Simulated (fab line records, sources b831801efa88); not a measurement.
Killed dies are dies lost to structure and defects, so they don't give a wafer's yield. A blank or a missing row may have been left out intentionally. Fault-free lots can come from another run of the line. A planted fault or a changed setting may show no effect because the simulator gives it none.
Which tool was responsible? + flow gf180mcu + 42 wafers from 14 lots sampled at 4 of the route's 602 steps

## WHAT THE GAUGES READ, wafer by wafer
GF_TOP_METAL_CD_MEAS_14 targets a cd of 440 nm. Usual: cd nm at 439.5 nm, with a standard deviation of 1.8.
| lot  | measured     | on        | cd nm (nm)        | flag |
|------|--------------|-----------|-------------------|------|
| L208 | day 28 12:09 | cd sem-01 | 437.6 440.3 440.7 |      |
| L209 | day 29 00:46 | cd sem-02 | 437.6 438.7 441.4 |      |
| L210 | day 29 06:21 | cd sem-01 | 437.3 438.7 443.9 |      |
| L211 | day 29 14:58 | cd sem-02 | 442.7 441.3 440.0 |      |
| L212 | day 29 23:49 | cd sem-01 | 437.9 440.5 438.6 |      |
| L219 | day 32 03:29 | cd sem-02 | 440.3 442.6 442.5 |      |
| L221 | day 32 16:38 | cd sem-01 | 441.2 442.9 441.0 |      |
| L222 | day 32 20:41 | cd sem-02 | 440.2 442.3 440.8 |      |
| L223 | day 32 22:05 | cd sem-01 | 439.2 437.1 437.4 |      |
| L224 | day 33 06:32 | cd sem-02 | 441.6 440.9 438.3 |      |
| L225 | day 33 07:49 | cd sem-02 | 437.0 438.2 440.0 |      |
| L226 | day 33 18:41 | cd sem-01 | 439.1 443.2 440.7 |      |
| L228 | day 34 00:36 | cd sem-02 | 438.1 438.9 438.2 |      |
| L229 | day 34 04:45 | cd sem-02 | 438.1 440.1 438.6 |      |

GF_PASSIVATION_THK_MEAS_03. Usual: for PASSIVATION_CVD_02_THK the level is 699 nm and the standard deviation is 9.2.
| lot  | measured     | on            | PASSIVATION_CVD_02_THK (nm) | flag |
|------|--------------|---------------|-----------------------------|------|
| L208 | day 28 13:26 | film metro-01 | 690 704 701                 |      |
| L209 | day 29 02:05 | film metro-03 | 695 707 716                 |      |
| L210 | day 29 07:40 | film metro-04 | 690 699 698                 |      |
| L211 | day 29 16:15 | film metro-03 | 703 694 715                 |      |
| L212 | day 30 01:06 | film metro-04 | 703 695 692                 |      |
| L219 | day 32 04:46 | film metro-03 | 698 708 709                 |      |
| L221 | day 32 18:00 | film metro-01 | 695 687 702                 |      |
| L222 | day 32 22:03 | film metro-04 | 703 707 715                 |      |
| L223 | day 32 23:47 | film metro-01 | 683 700 694                 |      |
| L224 | day 33 07:56 | film metro-03 | 689 691 704                 |      |
| L225 | day 33 09:32 | film metro-03 | 689 694 696                 |      |
| L226 | day 33 20:31 | film metro-03 | 687 698 702                 |      |
| L228 | day 34 01:53 | film metro-03 | 689 701 707                 |      |
| L229 | day 34 06:05 | film metro-03 | 697 713 699                 |      |

## WHICH TOOL RAN EACH LOT (tool, then ch and the chambers of the sampled wafers, then the start)
| lot  | GF_POLY_GATE_ETCH_12               | GF_V5_CMP_26                  |
|------|------------------------------------|-------------------------------|
| L208 | rie diel-03 ch 0,2,3, day 9 17:41  | cmp-02 ch 1,2,3, day 27 15:55 |
| L209 | rie diel-03 ch 0,1, day 10 01:31   | cmp-01 ch 0,3, day 28 04:32   |
| L210 | rie diel-03 ch 0,1, day 10 09:44   | cmp-02 ch 1,2, day 28 10:49   |
| L211 | rie diel-03 ch 1,2,3, day 10 17:14 | cmp-01 ch 0,1,3, day 28 19:31 |
| L212 | rie diel-01 ch 0,1,2, day 11 00:34 | cmp-01 ch 1,2,3, day 29 04:25 |
| L219 | rie diel-01 ch 0,1,3, day 13 07:38 | cmp-02 ch 1,2,3, day 31 10:16 |
| L221 | rie diel-04 ch 0,1,3, day 14 01:10 | cmp-02 ch 0,2, day 32 00:04   |
| L222 | rie diel-01 ch 1,2, day 14 02:28   | cmp-02 ch 0,2,3, day 32 03:56 |
| L223 | rie diel-01 ch 0,1,2, day 14 04:50 | cmp-02 ch 1,2, day 32 05:13   |
| L224 | rie diel-04 ch 2,3, day 14 15:49   | cmp-01 ch 0,2,3, day 32 13:47 |
| L225 | rie diel-03 ch 1,2,3, day 14 19:40 | cmp-01 ch 0,1,2, day 32 15:19 |
| L226 | rie diel-01 ch 0,3, day 15 11:10   | cmp-02 ch 0,1, day 33 02:53   |
| L228 | rie diel-03 ch 2,3, day 15 18:32   | cmp-02 ch 0,1,2, day 33 08:40 |
| L229 | rie diel-03 ch 0,2, day 16 02:31   | cmp-02 ch 0,1,3, day 33 13:06 |
- GF_POLY_GATE_ETCH_12: etches BARC in N2/H2.
- GF_V5_CMP_26: polishes, stops on SiO2, t overpolish 15 s, target thk 0 nm.

## AS READ BY THE TOOLS THEMSELVES (means over the sampled wafers that have a number; for cases with no such wafer, the mark the record gives instead)
GF_POLY_GATE_ETCH_12. Usual: drypump motor current A 5.8 A, standard deviation 0.43; oes product au 0.736 a.u., standard deviation 0.0044; throttle valve pct 13.215 %, standard deviation 0.0086.
| lot  | tool        | drypump motor current A (A) | oes product au (a.u.) | throttle valve pct (%) | flag |
|------|-------------|-----------------------------|-----------------------|------------------------|------|
| L208 | rie diel-03 | 5.8                         | 0.740                 | 13.220                 |      |
| L209 | rie diel-03 | 6.0                         | 0.735                 | 13.206                 |      |
| L210 | rie diel-03 | 6.0                         | 0.741                 | 13.219                 |      |
| L211 | rie diel-03 | 5.7                         | 0.735                 | 13.223                 |      |
| L212 | rie diel-01 | 5.9                         | 0.739                 | 13.217                 |      |
| L219 | rie diel-01 | 5.5                         | 0.737                 | 13.220                 |      |
| L221 | rie diel-04 | 5.8                         | 0.738                 | 13.218                 |      |
| L222 | rie diel-01 | 6.3                         | 0.738                 | 13.215                 |      |
| L223 | rie diel-01 | 5.9                         | 0.736                 | 13.217                 |      |
| L224 | rie diel-04 | 5.8                         | 0.732                 | 13.215                 |      |
| L225 | rie diel-03 | 5.8                         | 0.734                 | 13.218                 |      |
| L226 | rie diel-01 | 5.4                         | 0.735                 | 13.211                 |      |
| L228 | rie diel-03 | 5.8                         | 0.736                 | 13.209                 |      |
| L229 | rie diel-03 | 6.0                         | 0.735                 | 13.221                 |      |

GF_V5_CMP_26. Usual: head pressure psi 3.500 psi, standard deviation 0.0074; motor current A 11.5 A, standard deviation 1.1; overpolish run s 15.000 s, standard deviation 0.0078; time to endpoint s 85 s, standard deviation 3.3.
| lot  | tool   | head pressure psi (psi) | motor current A (A) | overpolish run s (s) | time to endpoint s (s) | flag |
|------|--------|-------------------------|---------------------|----------------------|------------------------|------|
| L208 | cmp-02 | 3.500                   | 12.6                | 14.996               | 85                     |      |
| L209 | cmp-01 | 3.501                   | 10.4                | 15.001               | 86                     |      |
| L210 | cmp-02 | 3.503                   | 12.0                | 15.006               | 82                     |      |
| L211 | cmp-01 | 3.505                   | 11.0                | 14.995               | 90                     |      |
| L212 | cmp-01 | 3.503                   | 10.8                | 14.998               | 86                     |      |
| L219 | cmp-02 | 3.497                   | 12.1                | 15.005               | 86                     |      |
| L221 | cmp-02 | 3.499                   | 12.2                | 15.005               | 85                     |      |
| L222 | cmp-02 | 3.508                   | 12.8                | 15.006               | 85                     |      |
| L223 | cmp-02 | 3.499                   | 12.1                | 14.993               | 87                     |      |
| L224 | cmp-01 | 3.499                   | 10.8                | 15.002               | 85                     |      |
| L225 | cmp-01 | 3.499                   | 10.6                | 15.001               | 82                     |      |
| L226 | cmp-02 | 3.500                   | 12.0                | 14.998               | 83                     |      |
| L228 | cmp-02 | 3.495                   | 11.9                | 15.000               | 84                     |      |
| L229 | cmp-02 | 3.498                   | 12.2                | 14.999               | 81                     |      |

## THE ANSWER, worked out from the rows above alone
Rule: a lot counts as off when the mean over its wafers that have a number is more than 3 standard deviations away from the usual mean. Also off: a lot with no number at a reading for which 4 or more lots have one. Where the step has rows for the other lots, those lots are counted as sound. Order of review: gauges by route order, followed by the tools' own readings, for which a lot's mean as printed above is used. The first step at which some lot is off is used, and at that step the reading that is off furthest; a lot without a number counts as furthest.
No lot is off on any of the readings shown, so nothing can be concluded from this.

## WHAT THE SIMULATOR PUT IN
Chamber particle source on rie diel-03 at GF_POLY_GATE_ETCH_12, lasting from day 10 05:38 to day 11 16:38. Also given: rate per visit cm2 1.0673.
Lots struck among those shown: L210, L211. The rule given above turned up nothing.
